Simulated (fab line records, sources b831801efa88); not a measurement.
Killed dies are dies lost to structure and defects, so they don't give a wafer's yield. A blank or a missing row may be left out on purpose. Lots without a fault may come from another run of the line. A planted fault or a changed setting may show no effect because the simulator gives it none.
fab line records | flow sky130
record lots=4 wafers=12 last_day=50
route steps=708 shown METAL2@490 VIA2@507 PAD_OPEN@708
lots that met no fault: from a run of the same line without faults
start_h: hours from the record's first day to the start of the lot's first wafer shown | wait_h: hours since the lot's step before | " the same as in the row above | L1.1+2: a row that stands for several wafers | - no value, or no start given | * or withheld: withheld | < > ~ a bound
route shown NAME@n: a module of which the file shows steps, and the number in the route of the first | usual: mean/standard deviation of fault-free wafers | same: alike in all rows | chamber/n: place in a boat | sites: the reading at each site | _std_site: their standard deviation | _edge_site: outer sites' mean less inner sites' | radius_mm: how far each site lies from the wafer's centre | mask NAME#n: copy n | behind: the tool/chamber that last shaped the wafer | hold: why the lot was held/for how many hours/how that ended | device: the transistor (n, p or np) that didn't switch | end of line: the same wafers' tests at the end of the route | a step without rows: its recipe alone | killed: dies lost to structure and defects at the first sort, not the wafer's yield | map: a wafer's dies, x killed, . not, _ none there
set.NAME: the setting as run; set.NAME@STEP: as run at that earlier step | model.NAME: the simulator's own value behind a step, which no gauge read
lots at some steps of the route; a table a step, a row a wafer
services: from which hour (start_h, from the record's first day; less than 0 if before it) a tool's chamber was out of use, for how many hours, and why
## steps
# step SKY_METAL2_DEHYDRATE_07
# recipe temp_c=200 time_s=60
# step SKY_METAL2_HMDS_08
# recipe prime_time_s=60 prime_temp_c=120
# step SKY_METAL2_COAT_09
# recipe resist=BARC temp_c=withheld time_s=withheld spin_rpm=3000 resist_thk_nm=60
# step SKY_METAL2_COAT_10
# recipe resist=KrF-thick spin_rpm=3000 resist_thk_nm=450
# step SKY_METAL2_SOFTBAKE_11
# recipe temp_c=100 time_s=90 resist=KrF-thick
# step SKY_METAL2_EXPOSE_12
# recipe mask_id=MM2 na=0.8 source_shape=annular sigma_inner=0.55 sigma_outer=0.85 target_cd_nm=140 dose_mj=28
# step SKY_METAL2_PEB_13
# recipe peb_temp_c=withheld peb_time_s=withheld resist=KrF-thick
# step SKY_METAL2_DEVELOP_14
# recipe develop_time_s=60 resist=KrF-thick dev_temp_c=21
# step SKY_METAL2_DESCUM_17
# recipe chemistry=O2 source_power_w=150 bias_power_w=0 pressure_mtorr=10 temp_c=40 time_s=8
# step SKY_METAL2_ETCH_18
# recipe chemistry=N2/H2 target=BARC ion_energy_ev=200 bias_w=100 pressure_mtorr=30 n2_flow_sccm=100 h2_flow_sccm=200 icp_w=500 stop_on=SiO2 time_s=45.9 target_depth_a=600
# usual drypump_motor_current_A=5.44/0.29 oes_product_au=0.854/0.0043 throttle_valve_pct=13.224/0.009
# columns lot.wafer tool chamber start_h wait_h drypump_motor_current_A oes_product_au rf_hours_counter_h throttle_valve_pct
L279.2 rie_metal-02 1 895.13 0.0 5.47 0.858 18 13.237
L279.3 " 1 " " 5.47 0.853 - 13.226
L279.6 " 1 " " 5.47 0.856 - 13.222
L278.3 rie_metal-02 1 897.96 0.0 5.46 0.854 - 13.218
L278.4 " 0 " " 5.11 0.856 - 13.233
L278.5 " 1 " " 5.44 0.859 - 13.228
L285.3 rie_metal-03 0 955.36 0.0 5.63 0.862 - 13.205
L285.5 " 1 " " 5.73 0.846 - 13.230
L285.6 " 0 " " 5.61 0.857 - 13.240
L289.2 rie_metal-02 0 971.69 0.0 5.15 0.853 15 13.224
L289.3 " 0 " " 5.14 0.847 - 13.234
L289.4 " 1 " " 5.42 0.856 - 13.219
# step SKY_METAL2_METAL_ETCH_19
# recipe target_depth_a=3600 stop_on=SiO2 over_etch_frac=0.3 time_s=78 chemistry=Cl2/BCl3 resist_sidewall_deg=88 pressure_mtorr=10 icp_w=900 bias_w=48.5 Cl2_flow_sccm=60 bcl3_flow_sccm=30
# step SKY_METAL2_STRIP_20
# recipe chemistry=O2/N2 power_w=1400 pressure_mtorr=1500 platen_temp_c=withheld o2_flow_sccm=3000 n2_flow_sccm=300 overash_fraction=0.5
# step SKY_METAL2_STRIP_21
# recipe chemistry=post_etch_residue_remover time_s=1200 temp_c=72.5
# step SKY_METAL2_CLEAN_22
# recipe chemistry=IPA time_s=180 temp_c=25
# step SKY_METAL2_CLEAN_23
# recipe chemistry=O3/DIW dry=n2_spin
# step SKY_VIA2_HDPCVD_00
# recipe material=SiO2 target_thk_nm=1180 sigma_open_frac=0.3 time_s=196.7 temp_c=400 sih4_flow_sccm=60 pressure_mtorr=6
# step SKY_VIA2_CMP_02
# recipe material=SiO2 down_force_psi=4 platen_rpm=60 pad_velocity_m_s=0.94248
# step SKY_VIA2_DEHYDRATE_04
# recipe temp_c=200 time_s=60
# step SKY_VIA2_HMDS_05
# recipe prime_time_s=60 prime_temp_c=120
# step SKY_VIA2_COAT_06
# recipe resist=BARC temp_c=withheld time_s=withheld spin_rpm=3000 resist_thk_nm=60
# step SKY_VIA2_COAT_07
# recipe resist=KrF-thick spin_rpm=3000 resist_thk_nm=450
# step SKY_VIA2_SOFTBAKE_08
# recipe temp_c=100 time_s=90 resist=KrF-thick
# step SKY_VIA2_EXPOSE_09
# recipe mask_id=VIM2 na=0.8 source_shape=annular sigma_inner=0.55 sigma_outer=0.85 target_cd_nm=200 dose_mj=38
# step SKY_VIA2_PEB_10
# recipe peb_temp_c=withheld peb_time_s=withheld resist=KrF-thick
# step SKY_VIA2_DEVELOP_11
# recipe develop_time_s=60 resist=KrF-thick dev_temp_c=21
# step SKY_VIA2_ETCH_14
# recipe chemistry=N2/H2 target=BARC ion_energy_ev=200 source_w=500 bias_w=100 pressure_mtorr=30 n2_flow_sccm=100 h2_flow_sccm=200 stop_on=SiO2 time_s=45.9 target_depth_a=600
# step SKY_VIA2_ETCH_15
# recipe target=SiO2 chemistry=C4F8/O2/Ar target_depth_nm=546 stop_on=TiN mask_material=KrF-thick source_w=1500 bias_w=1200 pressure_mtorr=40 c4f8_flow_sccm=withheld O2_flow_sccm=6 Ar_flow_sccm=300 time_s=84
# step SKY_VIA2_STRIP_16
# recipe chemistry=O2/N2 power_w=1400 pressure_mtorr=1500 platen_temp_c=withheld o2_flow_sccm=3000 n2_flow_sccm=300 overash_fraction=0.5
# step SKY_VIA2_STRIP_17
# recipe chemistry=post_etch_residue_remover time_s=1200 temp_c=72.5
# step SKY_VIA2_CLEAN_18
# recipe chemistry=IPA time_s=180 temp_c=25
# step SKY_VIA2_CLEAN_19
# recipe chemistry=O3/DIW dry=n2_spin
# step SKY_VIA2_SPUTTER_20
# recipe material=TiN target_thk_nm=20 chamber_pressure_pa=5 power_w=4000 time_s=80
# step SKY_VIA2_CVD_21
# recipe material=W target_thk_nm=420 time_s=126.4 temp_c=400 pressure_torr=40
# step SKY_PAD_OPEN_PROBE_99
# usual defect_limited_yield=82.0/2.1 killed_at_M0_to_M3=45/7 killed_at_M4_up=3.4/1.8 killed_at_contacts=24/5.4 killed_at_front_end=16/4.8 killed_at_other=0.4/0.62 killed_dies=89/10 killed_open=48/7.2 killed_short=40/6.3 sort_bin_3_pad_short=0.9/0.39 sort_bin_5_function=10.7/1.5 sort_bin_6_memory=6.4/1.1 sort_n_pass=403/10 sort_yield_pct=82.0/2.1
# same gross_dies=492 killed_at_back_side=0 sort_bin_4_leakage[%]=0 sort_bin_8_speed[%]=0
# columns lot.wafer tool chamber start_h wait_h defect_limited_yield[%] killed_at_M0_to_M3 killed_at_M4_up killed_at_contacts killed_at_front_end killed_at_other killed_dies killed_open killed_short sort_bin_3_pad_short[%] sort_bin_5_function[%] sort_bin_6_memory[%] sort_n_pass sort_yield_pct[%] model.etest.tester.sort_n_pass model.etest.tester.sort_yield_pct model.etest.tester.sort_bin_5_pct model.etest.tester.sort_bin_3_pct
L279.2 prober-02 - 1133.40 0.1 76.4 81 0 20 15 0 116 40 32 2.8 14.2 6.5 376 76.4 376 76.42 14.23 2.846
L279.3 prober-02 - 1133.45 0.2 72.4 105 1 23 7 0 136 47 38 2.2 17.3 8.1 356 72.4 356 72.36 17.28 2.236
L279.6 prober-02 - 1133.60 0.2 72.4 97 4 22 13 0 136 43 46 3.5 16.3 7.9 356 72.4 356 72.36 16.26 3.455
L278.3 prober-01 - 1137.23 0.2 72.0 96 2 30 10 0 138 49 41 2.4 16.3 9.3 354 72.0 354 71.95 16.26 2.439
L278.4 prober-01 - 1137.28 0.2 81.3 44 3 30 14 1 92 52 40 0.8 12.2 5.7 400 81.3 400 81.3 12.2 0.813
L278.5 prober-01 - 1137.33 0.2 71.5 93 4 29 14 0 140 62 31 2.4 17.5 8.5 352 71.5 352 71.54 17.48 2.439
L285.3 prober-01 - 1176.87 0.2 82.3 42 1 23 19 2 87 47 38 0.4 11.0 6.3 405 82.3 405 82.32 10.98 0.4065
L285.5 prober-01 - 1176.97 0.2 84.6 40 3 21 12 0 76 47 29 0.6 7.9 6.9 416 84.6 416 84.55 7.927 0.6098
L285.6 prober-01 - 1177.02 0.2 85.4 42 3 18 9 0 72 49 23 0.6 9.8 4.3 420 85.4 420 85.37 9.756 0.6098
L289.2 prober-01 - 1188.14 0.1 80.1 45 2 31 20 0 98 53 45 0.6 12.4 6.9 394 80.1 394 80.08 12.4 0.6098
L289.3 prober-01 - 1188.19 0.2 81.1 44 1 22 26 0 93 53 40 0.6 11.2 7.1 399 81.1 399 81.1 11.18 0.6098
L289.4 prober-01 - 1188.24 0.2 82.1 33 2 18 35 0 88 47 41 1.0 11.0 5.9 404 82.1 404 82.11 10.98 1.016
# killed by level:class
L279.2 METAL2:unspecified=44 VIA2:geometric_particle:open=9 LI_CONTACT:geometric_particle:open=7 VIA3:geometric_particle:open=6 CONTACT:geometric_particle:open=5 CONTACT:geometric_particle:short=5 METAL1:geometric_particle:short=4 VIA1:geometric_particle:open=4
L279.3 METAL2:unspecified=51 VIA2:geometric_particle:open=12 VIA1:geometric_particle:open=12 VIA1:geometric_particle:short=9 VIA3:geometric_particle:open=8 CONTACT:geometric_particle:short=8 LI_CONTACT:geometric_particle:open=6 LOCAL_INTERCONNECT:geometric_particle:short=4
L279.6 METAL2:unspecified=47 VIA1:geometric_particle:open=14 METAL1:geometric_particle:short=7 VIA2:geometric_particle:open=6 LI_CONTACT:geometric_particle:open=5 LOCAL_INTERCONNECT:geometric_particle:short=5 CONTACT:geometric_particle:open=5 VIA1:geometric_particle:short=5
L278.3 METAL2:unspecified=48 CONTACT:geometric_particle:open=16 METAL1:geometric_particle:short=7 VIA3:geometric_particle:open=7 VIA1:geometric_particle:short=6 METAL2:geometric_particle:short=6 VIA2:geometric_particle:open=6 LI_CONTACT:geometric_particle:open=5
L278.4 VIA1:geometric_particle:open=12 CONTACT:geometric_particle:open=10 LOCAL_INTERCONNECT:geometric_particle:short=8 LI_CONTACT:geometric_particle:open=7 VIA2:geometric_particle:open=7 VIA3:geometric_particle:open=6 METAL2:geometric_particle:short=5 VIA1:geometric_particle:short=4
L278.5 METAL2:unspecified=47 CONTACT:geometric_particle:open=12 VIA1:geometric_particle:open=12 LI_CONTACT:geometric_particle:open=11 VIA3:geometric_particle:open=8 VIA2:geometric_particle:open=7 METAL1:geometric_particle:short=5 VIA1:geometric_particle:short=4
L285.3 VIA1:geometric_particle:open=10 LI_CONTACT:geometric_particle:open=8 POLY_GATE:geometric_particle:open=7 METAL2:geometric_particle:short=7 METAL1:geometric_particle:short=7 VIA2:geometric_particle:open=6 POLY_GATE:geometric_particle:short=4 CONTACT:geometric_particle:open=4
L285.5 CONTACT:geometric_particle:open=12 VIA1:geometric_particle:open=12 VIA2:geometric_particle:open=7 VIA1:geometric_particle:short=6 METAL1:geometric_particle:short=5 FIELD_ISO:geometric_particle:short=4 LI_CONTACT:geometric_particle:open=4 VIA3:geometric_particle:open=4
L285.6 VIA2:geometric_particle:open=12 VIA1:geometric_particle:open=7 CONTACT:geometric_particle:open=6 LI_CONTACT:geometric_particle:open=6 VIA3:geometric_particle:open=6 VIA1:geometric_particle:short=6 POLY_GATE:geometric_particle:open=3 METAL2:geometric_particle:open=3
L289.2 CONTACT:geometric_particle:open=12 VIA1:geometric_particle:open=11 VIA1:geometric_particle:short=8 CONTACT:geometric_particle:short=7 VIA2:geometric_particle:open=7 FIELD_ISO:geometric_particle:short=5 FIELD_ISO:geometric_particle:open=5 LI_CONTACT:geometric_particle:open=5
L289.3 CONTACT:geometric_particle:open=14 VIA2:geometric_particle:open=10 VIA1:geometric_particle:open=9 FIELD_ISO:geometric_particle:short=8 FIELD_ISO:geometric_particle:open=7 POLY_GATE:geometric_particle:short=6 METAL1:geometric_particle:short=6 METAL2:geometric_particle:short=5
L289.4 FIELD_ISO:geometric_particle:short=12 VIA1:geometric_particle:open=12 CONTACT:geometric_particle:open=9 METAL1:geometric_particle:short=7 POLY_GATE:geometric_particle:short=6 LI_CONTACT:geometric_particle:open=6 FIELD_ISO:geometric_particle:open=5 POLY_GATE:geometric_particle:open=3
# map L278.5 (x killed, . not)
__________x.x.x....._________
________......x....x.._______
______xx.......x..x....._____
_____.....x....x....x....____
____..x..x.xx....x.xx.....___
___....x..x.........x.x....__
__x...x.x.x.....x..x......x._
_.x....x...x.x.x........xxx..
_.xxx....x..x.x.x..x......x.x
_.......x.x....x...x..x...x..
_....x........x....xx....x...
_x...x....x....x..x..xxx.xx..
_.........x.xx......xxxxxxx..
_..........xx.x....xxxxxxxx..
_........x.......x..xxxxxxx..
__xx.x......x..x...xxxxxxxx._
___.....x....x......xxxxxxx__
____....x............xx.xx___
_____.....x......x......x____
______.x....x.xx.xx.x..x_____
________.x....x....x.._______
__________.........._________
# map L279.3 (x killed, . not)
__________...x.....x_________
________x........x...._______
______.........x....xxx._____
_____x....x.....x.xx.....____
____...x.....x.x..........___
___.xx...x......x......x...__
__x.....x...........x..x...._
_...x....x.xx...x.x..........
_................xx...x..x...
_...................x........
_........x..x....x..xx...xx..
_..x...........xx.x.xxxxx...x
_x.......x..x...xx.xxxxxxx.x.
_.................xxxxxxxxxx.
_.....x...x.x.x.x..xxxxxxxx..
__.....x...x.....xxxxxxxxxx._
___....xx......x..x.xxxxxxx__
____.xxx...........xxxxx.x___
_____...x.x........xxxxx.____
______x..x.x............_____
________...xx......x.._______
__________.x...x...._________
## services
# columns tool chamber start_h hours kind
rie_metal-02 1 931.78 - clean
rie_metal-02 1 931.78 15.4 scheduled_down
rie_metal-02 1 931.78 15.4 vent_cycle
## key
first_sign step=SKY_PAD_OPEN_PROBE_99 reading=killed_at_M0_to_M3 direction=up sigmas=7 usual=45 struck=94
effect step=SKY_PAD_OPEN_PROBE_99 reading=sort_bin_3_pad_short direction=up sigmas=4.6 usual=0.9 struck=2.7
model_effect step=SKY_PAD_OPEN_PROBE_99 value=etest.tester.sort_n_pass without=398.2 struck=358.8
met_at SKY_METAL2_ETCH_18
struck_wafers L278.3,L278.5,L279.2,L279.3,L279.6
fault kind=chamber_particle_source tool=rie_metal-02 chamber=1 onset_h=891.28 steps=SKY_METAL2_ETCH_18 rate_per_visit_cm2=0.70387 end_h=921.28
